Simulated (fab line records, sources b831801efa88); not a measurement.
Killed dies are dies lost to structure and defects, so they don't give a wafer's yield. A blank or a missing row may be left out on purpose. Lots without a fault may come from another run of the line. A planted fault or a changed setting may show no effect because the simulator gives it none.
One fault seen from 2 desks | flow gf180mcu | each desk has only its own numbers; what lay behind them comes last

THE METROLOGY DESK
What the gauges read, lot by lot, whatever tool the lot ran on: means of the sampled wafers that have a number. A lot is out of limits, marked OUT, if its mean lies more than 4 standard deviations from the usual mean; the brackets give that distance.
Columns: A = V1_CVD_02_THK at GF_V1_THK_MEAS_03, usual 846 nm
lot  | first seen here | A
L258 | day 16 18:06    | 832
L260 | day 18 16:52    | 846
L263 | day 19 00:39    | 857
L262 | day 19 01:39    | 854
L264 | day 19 09:34    | 836
L266 | day 20 05:47    | 844
L274 | day 23 05:07    | 840
L275 | day 23 09:06    | 828
L276 | day 23 17:47    | 844
L277 | day 24 01:49    | 858
L279 | day 24 15:22    | 852
L280 | day 24 22:35    | 847
L281 | day 25 07:36    | 833
This desk's finding: nothing out of limits on any of the 13 lots.

THE TOOL OWNER'S DESK: litho_track-01
The tool's own readings at GF_V1_DEVELOP_13 (develop time 60 s): means of the sampled wafers that have a number, for each lot that ran on this tool. A lot is out of limits, marked OUT, if its mean lies more than 4 standard deviations from the usual mean; the brackets give that distance.
Columns: A = developer_temp_C at GF_V1_DEVELOP_13, usual 21.01 C
lot  | first seen here | A
L264 | day 20 09:53    | 20.97
L274 | day 24 03:47    | 19.02 (-18) OUT
L275 | day 24 08:30    | 18.93 (-19) OUT
This desk's finding: out of limits on L274, L275; first on L274, day 24 03:47 (developer_temp_C at GF_V1_DEVELOP_13). In limits: L264.

PUT TOGETHER
The tool owner's desk could have raised an alarm at day 24 03:47, on L274, L275.
The metrology desk saw nothing out of limits.
The metrology desk has L274, L275 on record, within its limits.
Of the lots named, all ran GF_V1_DEVELOP_13 on litho_track-01.

WHAT THE SIMULATOR HAD PUT IN
Process parameter drift: litho_track-01, from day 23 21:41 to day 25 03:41, at GF_V1_DEVELOP_13. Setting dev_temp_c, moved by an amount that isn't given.
Lots struck among those shown: L274, L275.
Hours from the fault's start to each desk's first reading out of limits: the tool owner's desk, 6.
